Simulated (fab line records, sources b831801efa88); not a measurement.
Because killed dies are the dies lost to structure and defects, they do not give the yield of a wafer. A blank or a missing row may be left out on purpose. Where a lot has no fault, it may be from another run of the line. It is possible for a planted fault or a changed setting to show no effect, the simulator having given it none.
fab line records	flow sky130
record: lots: 5	wafers: 15	last_day: 50
route steps=708 shown LDD_LDN@292 SPACER@304 POLY_CUT@307 SD_P@320 RES_XHIGH@332 SALICIDE@361 PAD_OPEN@708
lots untouched by any fault: they come from a run of this same line in which no faults occurred
start_h: start of the lot's first displayed wafer, in hours after the record's first day	wait_h: time in hours since the lot's previous step	" as in the row above	L1.1+2: one row covering several wafers at once	- no value, or no start was given	* or withheld: withheld	< > ~ a bound
route shown NAME@n: names a module that has steps shown in the file, with the first one's number in the route	usual: mean and standard deviation over wafers with no fault	same: alike in all rows	chamber/n: place in a boat	sites: each site's reading	_std_site: standard deviation across them	_edge_site: mean of outer sites minus mean of inner sites	radius_mm: how far each site lies from the wafer's centre	mask NAME#n: copy n	behind: tool/chamber where the wafer was last shaped	hold: what put the lot on hold/how long, in hours/how the hold closed	device: whichever transistor did not switch (one of n, p or np)	end of line: tests run on the same wafers once the route is complete	step lacking rows: just its recipe	killed: dies that structure and defects cost at the first sort, which is not the same as the wafer's yield	map: the dies of a wafer, with x for killed, . for not killed, _ for no die there
set.NAME: the setting that was run; set.NAME@STEP: the one run at that earlier step	model.NAME: the simulator's own value behind a step, which no gauge read
certain route steps with their lots: each step a table, each wafer a row
services: when a tool's chamber went out of use (start_h, in hours from the record's first day, below 0 if earlier), for how many hours, and the reason
== steps ==
step: SKY_LDD_LDN_SOFTBAKE_03
recipe: temp_c: 90	time_s: 60	resist: NOVOLAK
step: SKY_LDD_LDN_EXPOSE_04
recipe: mask_id: LDNTM	na: 0.6	source_shape: conventional	sigma_outer: 0.6	polarization: unpolarized	target_cd_nm: 700	dose_mj: 140
step: SKY_LDD_LDN_PEB_05
recipe: temp_c: withheld	time_s: *	resist: NOVOLAK
step: SKY_LDD_LDN_DEVELOP_06
recipe: resist: NOVOLAK	developer: TMAH	develop_time_s: 60	dev_temp_c: 23
step: SKY_LDD_LDN_IMPLANT_08
recipe: species: As	energy_kev: 15	dose_cm2: 1.25e+13	tilt_deg: withheld	rotation_deg: 23
step: SKY_LDD_LDN_IMPLANT_09
recipe: species: As	energy_kev: 15	dose_cm2: 1.25e+13	tilt_deg: withheld	rotation_deg: 113
step: SKY_LDD_LDN_IMPLANT_10
recipe: species: As	energy_kev: 15	dose_cm2: 1.25e+13	tilt_deg: withheld	rotation_deg: 203
step: SKY_LDD_LDN_IMPLANT_11
recipe: species: As	energy_kev: 15	dose_cm2: 1.25e+13	tilt_deg: withheld	rotation_deg: 293
step: SKY_LDD_LDN_STRIP_12
recipe: chemistry: O2/N2	power_w: 1400	pressure_mtorr: 1500	platen_temp_c: withheld	o2_flow_sccm: 3000	n2_flow_sccm: 300	overash_fraction: 0.5
step: SKY_LDD_LDN_CLEAN_14
recipe: chemistry: SC1/SC2	mix: 1:4:20	temp_c: 70	time_s: 150	dry: n2_spin
step: SKY_SPACER_CVD_00
recipe: material: Si3N4	precursor: DCS/NH3	target_thk_nm: 43.1	temp_c: 770	time_s: 740	pressure_mtorr: 250
usual: pressure_mtorr: 250.0/0.45	spike_tc_centre_C: 770.9/1.4	susceptor_temp_C: 769.9/0.36	zone_power_centre_pct: 14.0/0.63	zone_power_upper_pct: 12.6/0.58
lot.wafer	tool	chamber	start_h	wait_h	pressure_mtorr	spike_tc_centre_C	susceptor_temp_C	zone_power_centre_pct	zone_power_upper_pct	model.Si3N4_of_SPACER_CVD_00.thk_nm
L283.1	lpcvd-02	1	538.08	0.0	250.2	772.0	769.2	14.5	13.1	43.12
L283.2	"	1	"	"	249.8	770.3	769.6	14.6	13.2	43.33
L283.4	"	1	"	"	251.2	772.2	769.3	14.6	13.1	43.39
L293.1	lpcvd-02	0	621.87	0.6	250.5	769.4	769.8	13.5	11.9	43.18
L293.5	"	0	"	"	249.9	768.6	769.9	13.2	12.0	42.57
L293.6	"	0	"	"	251.0	770.0	769.4	13.3	11.9	42.59
L303.2	lpcvd-02	1	703.76	0.9	249.8	784.5	770.1	17.9	11.2	45.54
L303.3	"	1	"	"	249.6	785.6	769.4	18.1	11.6	45.08
L303.6	"	1	"	"	249.8	783.8	769.7	18.5	11.5	43.69
L304.2	lpcvd-02	1	705.38	0.0	250.0	784.5	769.7	18.1	11.2	47.38
L304.5	"	1	"	"	250.3	785.5	769.7	18.1	11.4	47.24
L304.6	"	1	"	"	249.7	785.7	770.0	18.4	11.2	46.89
L305.1	lpcvd-02	0	710.60	0.0	249.8	781.0	770.0	16.8	10.5	45.95
L305.3	"	0	"	"	249.8	781.6	769.7	16.8	10.3	44.49
L305.6	"	0	"	"	249.4	783.7	769.8	16.7	10.3	43.56
step: SKY_SPACER_THK_MEAS_01
recipe: reads: Si3N4_of_SPACER_CVD_00
usual: SPACER_CVD_00_THK: 42.8/0.35
lot.wafer	tool	chamber	start_h	wait_h	SPACER_CVD_00_THK[nm]
L283.1	film_metro-03	-	539.29	0.0	43.1
L283.2	"	-	"	"	43.3
L283.4	"	-	"	"	43.3
L293.1	film_metro-01	-	623.68	0.0	43.2
L293.5	"	-	"	"	42.6
L293.6	"	-	"	"	42.6
L303.2	film_metro-01	-	704.98	0.0	45.6
L303.3	"	-	"	"	45.1
L303.6	"	-	"	"	43.7
L304.2	film_metro-01	-	706.60	0.0	47.4
L304.5	"	-	"	"	47.2
L304.6	"	-	"	"	46.9
L305.1	film_metro-04	-	711.80	0.0	45.9
L305.3	"	-	"	"	44.5
L305.6	"	-	"	"	43.6
step: SKY_SPACER_ETCHBACK_02
recipe: chemistry: CH3F/O2	target: Si3N4	stop_on: SiO2	source_w: 400	bias_w: 80	pressure_mtorr: 25	ch3f_flow_sccm: 40	O2_flow_sccm: 30	time_s: 46.7	target_depth_a: 450
usual: drypump_motor_current_A: 5.9/0.31	oes_product_au: 0.852/0.006	throttle_valve_pct: 10.563/0.0092
lot.wafer	tool	chamber	start_h	wait_h	drypump_motor_current_A	oes_product_au	rf_hours_counter_h	throttle_valve_pct	model.etch.depth_nm
L283.1	rie_diel-04	0	539.35	0.1	5.7	0.857	35	10.565	43.12
L283.2	"	2	"	"	5.7	0.858	35	10.575	43.33
L283.4	"	1	"	"	6.2	0.857	1	10.576	43.39
L293.1	rie_diel-04	3	623.74	0.1	5.9	0.862	4	10.574	43.18
L293.5	"	1	"	"	6.2	0.852	-	10.567	42.57
L293.6	"	0	"	"	5.7	0.862	-	10.567	42.59
L303.2	rie_diel-03	0	705.03	0.0	6.4	0.887	17	10.570	45.54
L303.3	"	2	"	"	5.9	0.887	6	10.574	45.08
L303.6	"	0	"	"	6.4	0.866	-	10.576	43.69
L304.2	rie_diel-03	1	706.65	0.0	5.6	0.895	8	10.554	47.38
L304.5	"	0	"	"	6.4	0.905	-	10.553	47.24
L304.6	"	1	"	"	5.6	0.895	-	10.575	46.89
L305.1	rie_diel-04	2	711.86	0.1	5.7	0.886	38	10.558	45.95
L305.3	"	2	"	"	5.8	0.865	-	10.573	44.49
L305.6	"	3	"	"	5.9	0.861	-	10.577	43.56
step: SKY_POLY_CUT_DEHYDRATE_00
recipe: temp_c: 200	time_s: 60
step: SKY_POLY_CUT_HMDS_01
recipe: prime_time_s: 60	prime_temp_c: 120
step: SKY_POLY_CUT_COAT_02
recipe: resist: BARC	temp_c: withheld	time_s: withheld	spin_rpm: 3000	resist_thk_nm: 60
step: SKY_POLY_CUT_COAT_03
recipe: resist: KrF-thick	spin_rpm: 3000	resist_thk_nm: 450
step: SKY_POLY_CUT_SOFTBAKE_04
recipe: temp_c: 100	time_s: 90	resist: KrF-thick
step: SKY_POLY_CUT_EXPOSE_05
recipe: mask_id: NPCM	na: 0.8	source_shape: annular	sigma_inner: 0.55	sigma_outer: 0.85	target_cd_nm: 270	dose_mj: 32
step: SKY_POLY_CUT_PEB_06
recipe: peb_temp_c: withheld	peb_time_s: withheld	resist: KrF-thick
step: SKY_POLY_CUT_DEVELOP_07
recipe: develop_time_s: 60	resist: KrF-thick	dev_temp_c: 21
step: SKY_POLY_CUT_ETCH_10
recipe: chemistry: N2/H2	target: BARC	ion_energy_ev: 200	source_w: 500	bias_w: 100	pressure_mtorr: 30	n2_flow_sccm: 100	h2_flow_sccm: 200	stop_on: SiO2	time_s: 45.9	target_depth_a: 600
step: SKY_POLY_CUT_ETCH_11
recipe: target: Si3N4	chemistry: CF4/CH2F2/Ar	stop_on: poly-Si	source_w: 600	bias_w: 150	pressure_mtorr: 40	cf4_flow_sccm: 40	ch2f2_flow_sccm: 20	Ar_flow_sccm: 150	time_s: 42.5	target_depth_a: 600
step: SKY_POLY_CUT_STRIP_12
recipe: chemistry: O2/N2	power_w: 1400	pressure_mtorr: 1500	platen_temp_c: withheld	o2_flow_sccm: 3000	n2_flow_sccm: 300	overash_fraction: 0.5
step: SKY_SD_P_DEHYDRATE_00
recipe: temp_c: 200	time_s: 60
step: SKY_SD_P_HMDS_01
recipe: prime_time_s: 60	prime_temp_c: 120
step: SKY_SD_P_COAT_02
recipe: resist: NOVOLAK	spin_rpm: 3000	resist_thk_nm: 1140
step: SKY_SD_P_SOFTBAKE_03
recipe: temp_c: 90	time_s: 60	resist: NOVOLAK
step: SKY_SD_P_EXPOSE_04
recipe: mask_id: PSDM	na: 0.6	source_shape: conventional	sigma_outer: 0.6	polarization: unpolarized	target_cd_nm: 380	dose_mj: 138
step: SKY_SD_P_PEB_05
recipe: temp_c: withheld	time_s: *	resist: NOVOLAK
step: SKY_SD_P_DEVELOP_06
recipe: resist: NOVOLAK	developer: TMAH	develop_time_s: 60	dev_temp_c: 23
step: SKY_SD_P_IMPLANT_09
recipe: species: BF2	energy_kev: 20	dose_cm2: 3e+15	tilt_deg: 0
step: SKY_SD_P_STRIP_10
recipe: chemistry: O2/N2	power_w: 1400	pressure_mtorr: 1500	platen_temp_c: withheld	o2_flow_sccm: 3000	n2_flow_sccm: 300	overash_fraction: 0.5
step: SKY_RES_XHIGH_DEHYDRATE_00
recipe: temp_c: 200	time_s: 60
step: SKY_RES_XHIGH_HMDS_01
recipe: prime_time_s: 60	prime_temp_c: 120
step: SKY_SALICIDE_CLEAN_00
recipe: chemistry: HF-last	time_s: 30	dilution: 100:1	dry: ipa_marangoni
lot.wafer	tool	chamber	start_h	wait_h	model.Si3N4_of_SPACER_CVD_00.thk_nm
L283.1	wet_bench-04	1	657.94	0.1	42.13
L283.2	"	1	"	"	42.34
L283.4	"	1	"	"	42.4
L293.1	wet_bench-04	0	737.79	0.1	42.21
L293.5	"	0	"	"	41.6
L293.6	"	0	"	"	41.62
L303.2	wet_bench-03	0	814.44	0.1	44.55
L303.3	"	0	"	"	44.1
L303.6	"	0	"	"	42.7
L304.2	wet_bench-04	3	816.19	0.1	46.4
L304.5	"	3	"	"	46.25
L304.6	"	3	"	"	45.9
L305.1	wet_bench-03	0	820.74	0.1	44.97
L305.3	"	0	"	"	43.5
L305.6	"	0	"	"	42.58
step: SKY_PAD_OPEN_PROBE_99
usual: killed_at_M0_to_M3: 43/7	killed_at_M4_up: 3.1/2	killed_at_contacts: 24/5.3	killed_at_front_end: 15/4.2	killed_at_other: 0.4/0.66	killed_dies: 86/9.5	killed_open: 47/7.4	killed_short: 38/6.2
same: gross_dies: 492	killed_at_back_side: 0
lot.wafer	tool	chamber	start_h	wait_h	killed_at_M0_to_M3	killed_at_M4_up	killed_at_contacts	killed_at_front_end	killed_at_other	killed_dies	killed_open	killed_short	model.etest.pfet_01v8.r_on_ohm_um	model.etest.sonos_uncharged.r_on_ohm_um	model.etest.pfet_01v8.drive_ua_um	model.etest.pfet_01v8_hvt.drive_ua_um
L283.1	prober-02	-	1082.91	0.1	43	4	24	11	1	83	48	35	2790	796.7	202.2	151.2
L283.2	prober-02	-	1082.96	0.1	45	2	19	14	0	80	44	36	2790	797.3	201.9	153.3
L283.4	prober-02	-	1083.06	0.2	31	4	19	16	0	70	42	28	2815	808.3	202.6	152
L293.1	prober-02	-	1139.55	0.1	40	1	25	16	0	82	49	33	2858	827.7	194.8	145.6
L293.5	prober-02	-	1139.75	0.2	47	4	29	19	0	99	52	47	2844	823.7	195.1	146.2
L293.6	prober-02	-	1139.80	0.2	43	3	31	15	1	93	51	42	2839	823.9	197.2	146.1
L303.2	prober-01	-	1190.73	0.1	43	3	19	19	0	84	50	34	3033	826.2	181.6	135.6
L303.3	prober-01	-	1190.78	0.2	44	0	29	16	0	89	53	36	3001	815.4	187.8	136.9
L303.6	prober-01	-	1190.93	0.2	58	3	14	11	0	86	39	47	2974	825.2	187.4	138.3
L304.2	prober-02	-	1193.57	0.1	35	2	21	9	0	67	34	33	3077	829.4	180.9	133.5
L304.5	prober-02	-	1193.72	0.2	44	1	26	19	0	90	55	35	3074	836.5	180.2	133.3
L304.6	prober-02	-	1193.77	0.2	43	6	24	17	0	90	62	28	3056	837.3	183	135.8
L305.1	prober-01	-	1194.81	0.1	43	4	29	14	0	90	49	41	3074	844.6	178.2	132.3
L305.3	prober-01	-	1194.91	0.2	28	9	21	28	0	86	51	34	2946	820.7	188.1	141.2
L305.6	prober-01	-	1195.06	0.2	26	3	24	16	1	70	48	22	2973	834.5	185.3	138.7
killed by level:class
L283.1 CONTACT:geometric_particle:short=10 VIA1:geometric_particle:open=10 CONTACT:geometric_particle:open=9 VIA2:geometric_particle:open=9 POLY_GATE:geometric_particle:open=6 METAL2:geometric_particle:short=5 VIA3:geometric_particle:open=5 LI_CONTACT:geometric_particle:open=4
L283.2 VIA2:geometric_particle:open=11 CONTACT:geometric_particle:open=7 FIELD_ISO:geometric_particle:open=6 VIA1:geometric_particle:short=6 VIA1:geometric_particle:open=5 METAL3:geometric_particle:short=5 CONTACT:geometric_particle:short=4 LOCAL_INTERCONNECT:geometric_particle:short=4
L283.4 VIA3:geometric_particle:open=8 CONTACT:geometric_particle:open=7 POLY_GATE:geometric_particle:open=7 LI_CONTACT:geometric_particle:open=5 CONTACT:geometric_particle:short=5 VIA1:geometric_particle:open=5 METAL2:geometric_particle:short=4 FIELD_ISO:geometric_particle:short=3
L293.1 CONTACT:geometric_particle:open=10 VIA3:geometric_particle:open=8 VIA2:geometric_particle:open=8 FIELD_ISO:geometric_particle:open=6 CONTACT:geometric_particle:short=6 VIA1:geometric_particle:open=6 VIA3:geometric_particle:short=5 FIELD_ISO:geometric_particle:short=4
L293.5 METAL2:geometric_particle:short=13 LI_CONTACT:geometric_particle:open=9 CONTACT:geometric_particle:open=9 VIA1:geometric_particle:open=9 CONTACT:geometric_particle:short=8 VIA2:geometric_particle:open=8 POLY_GATE:geometric_particle:short=5 FIELD_ISO:geometric_particle:open=4
L293.6 METAL1:geometric_particle:short=11 CONTACT:geometric_particle:open=9 VIA1:geometric_particle:open=9 LI_CONTACT:geometric_particle:open=8 LOCAL_INTERCONNECT:geometric_particle:short=7 VIA3:geometric_particle:open=6 FIELD_ISO:geometric_particle:open=5 POLY_GATE:geometric_particle:open=4
L303.2 VIA1:geometric_particle:open=14 LI_CONTACT:geometric_particle:open=8 CONTACT:geometric_particle:open=8 FIELD_ISO:geometric_particle:open=6 POLY_GATE:geometric_particle:short=6 METAL1:geometric_particle:short=6 VIA3:geometric_particle:short=5 VIA1:geometric_particle:short=4
L303.3 VIA1:geometric_particle:open=14 CONTACT:geometric_particle:open=12 LI_CONTACT:geometric_particle:open=6 VIA2:geometric_particle:open=6 CONTACT:geometric_particle:short=6 METAL1:geometric_particle:short=6 VIA1:geometric_particle:short=4 VIA3:geometric_particle:open=4
L303.6 VIA2:geometric_particle:open=11 VIA1:geometric_particle:open=10 METAL1:geometric_particle:short=10 CONTACT:geometric_particle:open=9 METAL2:geometric_particle:short=8 VIA2:geometric_particle:short=6 FIELD_ISO:geometric_particle:short=4 VIA1:geometric_particle:short=4
L304.2 VIA1:geometric_particle:open=10 LI_CONTACT:geometric_particle:open=6 METAL2:geometric_particle:short=6 VIA3:geometric_particle:open=6 LOCAL_INTERCONNECT:geometric_particle:short=5 CONTACT:geometric_particle:open=5 FIELD_ISO:geometric_particle:short=4 CONTACT:geometric_particle:short=4
L304.5 CONTACT:geometric_particle:open=11 VIA3:geometric_particle:open=10 LI_CONTACT:geometric_particle:open=8 VIA2:geometric_particle:open=7 FIELD_ISO:geometric_particle:open=6 LI_CONTACT:geometric_particle:short=5 METAL2:geometric_particle:short=5 VIA1:geometric_particle:open=4
L304.6 VIA1:geometric_particle:open=12 CONTACT:geometric_particle:open=12 LI_CONTACT:geometric_particle:open=10 METAL2:geometric_particle:short=7 FIELD_ISO:geometric_particle:open=5 VIA3:geometric_particle:open=5 VIA2:geometric_particle:open=4 FIELD_ISO:geometric_particle:short=3
L305.1 LI_CONTACT:geometric_particle:open=11 VIA1:geometric_particle:open=9 METAL2:geometric_particle:short=8 LOCAL_INTERCONNECT:geometric_particle:short=6 VIA2:geometric_particle:open=6 CONTACT:geometric_particle:short=5 CONTACT:geometric_particle:open=5 VIA3:geometric_particle:open=5
L305.3 FIELD_ISO:geometric_particle:open=8 VIA1:geometric_particle:open=8 POLY_GATE:geometric_particle:short=7 CONTACT:geometric_particle:open=7 LI_CONTACT:geometric_particle:open=6 METAL4:geometric_particle:short=5 POLY_GATE:geometric_particle:open=4 LI_CONTACT:geometric_particle:short=4
L305.6 LI_CONTACT:geometric_particle:open=9 CONTACT:geometric_particle:open=8 FIELD_ISO:geometric_particle:open=6 POLY_GATE:geometric_particle:short=5 VIA2:geometric_particle:open=5 VIA1:geometric_particle:open=5 POLY_GATE:geometric_particle:open=4 VIA1:geometric_particle:short=4
== services ==
tool	chamber	start_h	hours	kind
rie_diel-03	3	576.83	27.3	repair
rie_diel-03	0	594.81	1.2	repair
lpcvd-02	-	597.34	1.2	repair
wet_bench-03	-	602.80	4.0	repair
rie_diel-04	-	636.75	0.2	repair
rie_diel-04	-	637.61	14.6	pm
rie_diel-03	0	646.23	27.3	repair
lpcvd-02	-	668.74	6.0	pm
wet_bench-03	-	677.09	1.9	pm
rie_diel-04	1	704.55	23.6	repair
rie_diel-04	0	706.85	10.2	repair
rie_diel-04	2	771.82	-	clean
rie_diel-04	2	771.82	13.5	scheduled_down
rie_diel-04	2	771.82	13.5	vent_cycle
rie_diel-04	0	785.32	-	clean
rie_diel-04	0	785.32	25.7	scheduled_down
rie_diel-04	0	785.32	25.7	vent_cycle
rie_diel-03	1	788.56	5.6	repair
== key ==
first_sign: step: SKY_SPACER_CVD_00	reading: spike_tc_centre_C	direction: up	sigmas: 9.1	usual: 770.9	struck: 784.0
effect: step: SKY_SPACER_CVD_00	reading: zone_power_centre_pct	direction: up	sigmas: 5.8	usual: 14.0	struck: 17.7
effect: step: SKY_SPACER_THK_MEAS_01	reading: SPACER_CVD_00_THK	direction: up	sigmas: 7.7	usual: 42.8	struck: 45.5	wafers_moved: 7
effect: step: SKY_SPACER_ETCHBACK_02	reading: oes_product_au	direction: up	sigmas: 5.2	usual: 0.852	struck: 0.883	wafers_moved: 7
model_effect: step: SKY_SPACER_CVD_00	value: Si3N4_of_SPACER_CVD_00.thk_nm	without: 42.83	struck: 45.54
model_effect: step: SKY_SPACER_ETCHBACK_02	value: etch.depth_nm	without: 42.83	struck: 45.54
model_effect: step: SKY_SALICIDE_CLEAN_00	value: Si3N4_of_SPACER_CVD_00.thk_nm	without: 41.85	struck: 44.55
model_effect: step: SKY_PAD_OPEN_PROBE_99	value: etest.pfet_01v8.r_on_ohm_um	without: 2938	struck: 3023
met_at SKY_SPACER_CVD_00
struck_wafers L303.2,L303.3,L303.6,L304.2,L304.5,L304.6,L305.1,L305.3,L305.6
tester_left_out L303,L304,L305
fault: kind: process_parameter_drift	tool: lpcvd-02	chamber: -	onset_h: 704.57	steps: SKY_SPACER_CVD_00	channel: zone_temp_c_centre	offset: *	shape: step	end_h: 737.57
tester_left_out: of these lots the tester's yield and bins aren't shown, on N5 and GAA mostly nor the transistor test; their killed dies are dies lost to structure and defects alone, not to doping, threshold or leakage, so they don't give the yield
